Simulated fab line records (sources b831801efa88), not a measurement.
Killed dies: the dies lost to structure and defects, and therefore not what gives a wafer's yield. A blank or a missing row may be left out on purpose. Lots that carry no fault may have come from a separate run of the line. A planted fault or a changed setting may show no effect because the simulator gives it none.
2 desks, one fault + flow gf180mcu + each desk has only its own numbers; what lay behind them comes last

AT THE METROLOGY DESK
What the gauges read, lot by lot, whatever tool the lot ran on: means of the sampled wafers that have a number. If a lot's mean is further than 4 standard deviations from the usual mean, the lot is out of limits and carries the mark OUT (the distance appears in the brackets). It has 11 readings; the 7 that lie furthest out on some lot are the ones shown.
Columns: A = NSD_OVL at GF_NSD_OVL_MEAS_08, usual 0.9 nm; B = cd-nm at GF_PSD_CD_MEAS_07, usual 399.8 nm; C = PSD_OVL at GF_PSD_OVL_MEAS_08, usual -0.5 nm; D = PSD_TW at GF_PSD_TW_MEAS_11, usual 3176; E = NSD_RS at GF_PSD_RS_MEAS_14, usual 46.28 ohm/sq; F = SAB_CVD_00_THK at GF_SAB_THK_MEAS_01, usual 50.0 nm; G = cd-nm at GF_SAB_CD_MEAS_09, usual 420.0 nm
| lot  | first seen here | A   | B     | C    | D    | E     | F    | G     |
|------|-----------------|-----|-------|------|------|-------|------|-------|
| L170 | day 13 11:30    | 2.2 | 398.2 | -1.5 | 3127 | 46.31 | 49.5 | 419.7 |
| L171 | day 14 03:40    | 4.9 | 395.8 | 1.8  | 3138 | 46.13 | 49.9 | 423.2 |
| L174 | day 14 22:56    | 0.5 | 397.5 | 0.2  | 3185 | 46.27 | 51.1 | 425.0 |
| L177 | day 15 22:59    | 2.5 | 400.7 | 0.1  | 3175 | 46.32 | 49.9 | 413.4 |
| L186 | day 19 13:18    | 2.6 | 398.6 | 1.6  | 3174 | 46.30 | 50.1 | 418.2 |
| L190 | day 20 12:15    | 2.0 | 398.2 | -0.8 | 3198 | 46.29 | 50.4 | 420.7 |
This desk found nothing out of limits on any of the 6 lots.

AT THE TOOL OWNER'S DESK: plasma-asher-03
The tool's own readings at GF_NSD_STRIP_11 (strips in O2/N2): means of the sampled wafers that have a number, for each lot that ran on this tool. If a lot's mean is further than 4 standard deviations from the usual mean, the lot is out of limits and carries the mark OUT (the distance appears in the brackets).
Columns: A = drypump-motor-current-A at GF_NSD_STRIP_11, usual 5.6 A; B = heater-power-w at GF_NSD_STRIP_11, usual 330 W; C = oes-product-au at GF_NSD_STRIP_11, usual 0.487 a.u.; D = strip-time-to-endpoint-s at GF_NSD_STRIP_11, usual 22.96 s
| lot  | first seen here | A   | B   | C     | D     |
|------|-----------------|-----|-----|-------|-------|
| L171 | day 14 04:07    | 5.8 | 347 | 0.485 | 22.97 |
| L174 | day 14 23:22    | 5.5 | 342 | 0.488 | 22.97 |
| L177 | day 15 23:26    | 5.6 | 337 | 0.489 | 22.94 |
| L186 | day 19 13:46    | 5.8 | 350 | 0.492 | 22.97 |
| L190 | day 20 12:43    | 5.6 | 347 | 0.487 | 22.95 |
This desk found nothing out of limits on any of the 5 lots.

TAKEN TOGETHER
The metrology desk saw nothing out of limits.
The desk of the tool owner found nothing out of limits.

WHAT THE SIMULATOR PUT IN
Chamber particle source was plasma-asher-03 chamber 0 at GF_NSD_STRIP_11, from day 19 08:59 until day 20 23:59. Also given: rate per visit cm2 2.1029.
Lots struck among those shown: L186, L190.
